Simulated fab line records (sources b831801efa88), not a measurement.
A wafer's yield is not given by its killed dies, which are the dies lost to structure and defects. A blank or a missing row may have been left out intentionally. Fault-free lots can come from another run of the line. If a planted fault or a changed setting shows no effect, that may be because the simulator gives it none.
Struck lot and sound lot, side by side    flow sfqLine    42 steps out of a route of 325
Sound: these wafers, L745.2, L745.3, L745.4. Struck: wafer L739.4 (L739.2, L739.3, from the same lot, were not struck and are left out); the cause is given at the end.
At each step with rows: each side's tool, then ch and its chambers, then its first start. Under that, the readings that differ: sound wafers    struck wafers    difference of the means    sigmas: that difference in standard deviations of wafers without a fault.
alike: a reading whose means differ by less than 2 such deviations, as well as words and numbers matching on both sides. not compared: withheld readings; readings where some wafer has no value; bounds like >300 that might hide an equal value; numbers whose values overlap and for which the record gives no deviation.
The two part at a step that has a row with sigmas, a row that says differs or no value, or rows on one side only. Numbers that have no deviation but don't overlap get no sigmas and don't part them. A reading missing from all wafers of one side parts the sides only when that side holds two or more wafers.

first, 6 steps without rows for these wafers: SFQ_TRILAYER_C5_LITHO_COAT_156 (resist thk 62 nm); SFQ_TRILAYER_C5_LITHO_COAT_151 (resist thk 650 nm); SFQ_TRILAYER_C5_LITHO_SOFTBAKE_155; SFQ_TRILAYER_C5_LITHO_EXPOSE_152 (exposes mask C5, target cd 500 nm); SFQ_TRILAYER_C5_LITHO_PEB_154 (peb time 60 s); SFQ_TRILAYER_C5_LITHO_DEVELOP_153 (time 60 s).
SFQ_C5_OVL_MEAS_937:
  struck on overlay-01, day 68 06:57; sound on overlay-01, day 72 06:37
  alike: C5_OVL
then, 5 steps without rows for these wafers: SFQ_TRILAYER_C5_BARC_OPEN_VIA_ETCH_210 (etches BARC in O2, target depth 125 nm, time 41.7 s); SFQ_TRILAYER_C5_ETCH_VIA_ETCH_154 (etches SiO2 in CHF3, stops on Nb, target depth 84 nm); SFQ_TRILAYER_C5_STRIP_STRIP_155 (strips in O2); SFQ_TRILAYER_C5_STRIP_SOLV_CLEAN_156 (cleans in NMP, time 600 s); SFQ_TRILAYER_M6_DEP_PRE_CLEAN_158 (time 22.5 s).
SFQ_TRILAYER_M6_DEP_SPUTTER_157: material Nb, target thk 200 nm, time 133.3 s.
  struck on pvdSputter-06, day 68 07:53; sound on pvdSputter-06, day 72 07:43
reading                                             sound              struck  difference  sigmas
model.Nb_of_TRILAYER_M6_DEP_SPUTTER_157.thkNm (nm)  202.8 202.3 203.9  189.1   -13.9       
  alike: throttleValvePct
SFQ_M6_RS_MEAS_938: the measuring method here is four-point-probe.
  struck on filmMetro-01, day 68 07:59; sound on filmMetro-01, day 72 07:50
reading            sound              struck  difference  sigmas
M6_NB_RS (ohm/sq)  0.876 0.880 0.874  0.943   +0.066      +6
then, 6 steps without rows for these wafers: SFQ_TRILAYER_M6_LITHO_COAT_164 (resist thk 62 nm); SFQ_TRILAYER_M6_LITHO_COAT_159 (resist thk 600 nm); SFQ_TRILAYER_M6_LITHO_SOFTBAKE_163; SFQ_TRILAYER_M6_LITHO_EXPOSE_160 (exposes mask M6, target cd 500 nm); SFQ_TRILAYER_M6_LITHO_PEB_162 (peb time 60 s); SFQ_TRILAYER_M6_LITHO_DEVELOP_161 (time 60 s).
-- the record jumps here: 4 days lie between the struck wafers' starts before and after --
SFQ_M6_OVL_MEAS_940:
  struck on overlay-02, day 72 03:22; sound on overlay-01, day 72 17:34
  alike: M6_OVL
then, 1 step without rows for these wafers: SFQ_TRILAYER_M6_BARC_OPEN_METAL_ETCH_206 (etches BARC in O2, target depth 125 nm, time 41.7 s).
SFQ_TRILAYER_M6_ETCH_METAL_ETCH_162: etches Nb in Cl2/Ar, stops on SiO2, target depth 240 nm, time 120 s.
  sound on rieMetal-03 ch 0,1, day 72 17:39; struck on rieMetal-01 ch 0, day 72 03:27
reading                       sound              struck  difference  sigmas
oesProductAu (a.u.)           0.898 0.900 0.902  0.869   -0.031      -4
model.M6.featureDepthNm (nm)  202.8 202.3 203.9  189.1   -13.9       
model.etch.depthNm (nm)       202.8 202.3 203.9  189.1   -13.9       
  alike: drypumpMotorCurrentA
  not compared: rfHoursCounterH
SFQ_TRILAYER_M6_STRIP_STRIP_163: strips in O2.
  sound on rieMetal-03 ch 0,1, day 72 17:47; struck on rieMetal-01 ch 0, day 72 03:35
  alike: drypumpMotorCurrentA, oesProductAu
  not compared: rfHoursCounterH
then, 1 step without rows for these wafers: SFQ_TRILAYER_M6_STRIP_SOLV_CLEAN_164 (cleans in NMP, time 600 s).
SFQ_TRILAYER_I6_DEP_PECVD_165: deposits SiO2 from SiH4/N2O, time 111.11 s, target thk 500 nm.
  sound on pecvd-04 ch 0,2, day 72 18:33; struck on pecvd-02 ch 1, day 72 04:21
reading                sound     struck  difference  sigmas
heaterPowerOuterW (W)  42 40 45  16      -26         -3
  alike: heaterPowerW, throttleValvePct
SFQ_TRILAYER_I6_CMP_CMP_166: polishes SiO2.
  sound on cmp-02 ch 0,1,2, day 72 22:51; struck on cmp-02 ch 0, day 72 05:07
  alike: motorCurrentA, timeToEndpointS
SFQ_I6_BOW_MEAS_941:
  struck on filmMetro-02, day 72 08:08; sound on filmMetro-03, day 73 01:52
  alike: I6_BOW
SFQ_TRILAYER_I6_METRO_MEASURE_167:
  struck on filmMetro-02, day 72 08:26; sound on filmMetro-03, day 73 02:10
  alike: thkNm
then, 6 steps without rows for these wafers: SFQ_TRILAYER_I6_VIA_LITHO_COAT_174 (resist thk 62 nm); SFQ_TRILAYER_I6_VIA_LITHO_COAT_169 (resist thk 650 nm); SFQ_TRILAYER_I6_VIA_LITHO_SOFTBAKE_173; SFQ_TRILAYER_I6_VIA_LITHO_EXPOSE_170 (exposes mask I6, target cd 700 nm); SFQ_TRILAYER_I6_VIA_LITHO_PEB_172 (peb time 60 s); SFQ_TRILAYER_I6_VIA_LITHO_DEVELOP_171 (time 60 s).
-- the record jumps here: 4 days lie between the struck wafers' starts before and after --
SFQ_I6_OVL_MEAS_942:
  struck on overlay-02, day 75 23:47; sound on overlay-01, day 76 23:47
  alike: I6_OVL
then, 1 step without rows for these wafers: SFQ_TRILAYER_I6_VIA_BARC_OPEN_VIA_ETCH_235 (etches BARC in O2, target depth 125 nm, time 41.7 s).
SFQ_TRILAYER_I6_VIA_ETCH_VIA_ETCH_172: etches SiO2 in CHF3, stops on Nb, target depth 260 nm.
  sound on rieDiel-03 ch 0,2,3, day 76 23:52; struck on rieDiel-03 ch 0, day 75 23:52
  alike: drypumpMotorCurrentA, oesProductAu
then, 3 steps without rows for these wafers: SFQ_TRILAYER_I6_VIA_STRIP_STRIP_173 (strips in O2); SFQ_TRILAYER_I6_VIA_STRIP_SOLV_CLEAN_174 (cleans in NMP, time 600 s); SFQ_TRILAYER_M7_DEP_PRE_CLEAN_176 (time 22.5 s).
-- the record jumps here: 4 days lie between the struck wafers' starts before and after --
SFQ_M8_BOW_MEAS_951:
  struck on filmMetro-04, day 80 05:47; sound on filmMetro-04, day 81 14:11
reading                 sound                 struck  difference  sigmas
model.etest.m6.ohmUm    1.744 1.757 1.744     1.899   +0.151      
model.etest.i5.linkOhm  2.269 2.255 2.234     2.344   +0.091      
model.etest.i6.linkOhm  1.861 1.876 1.864     1.934   +0.067      
model.etest.m6.ohmSq    0.8771 0.8795 0.8724  0.9407  +0.0644     
  alike: M8_BOW

WHERE THEY PART
Last at SFQ_TRILAYER_I6_DEP_PECVD_165 as far as this record goes, first at SFQ_M6_RS_MEAS_938. Later steps at which nothing parts them and some readings are alike: SFQ_TRILAYER_I6_CMP_CMP_166, SFQ_I6_BOW_MEAS_941, SFQ_TRILAYER_I6_METRO_MEASURE_167, SFQ_I6_OVL_MEAS_942, SFQ_TRILAYER_I6_VIA_ETCH_VIA_ETCH_172, SFQ_M8_BOW_MEAS_951.

WHY: what the simulator had put in
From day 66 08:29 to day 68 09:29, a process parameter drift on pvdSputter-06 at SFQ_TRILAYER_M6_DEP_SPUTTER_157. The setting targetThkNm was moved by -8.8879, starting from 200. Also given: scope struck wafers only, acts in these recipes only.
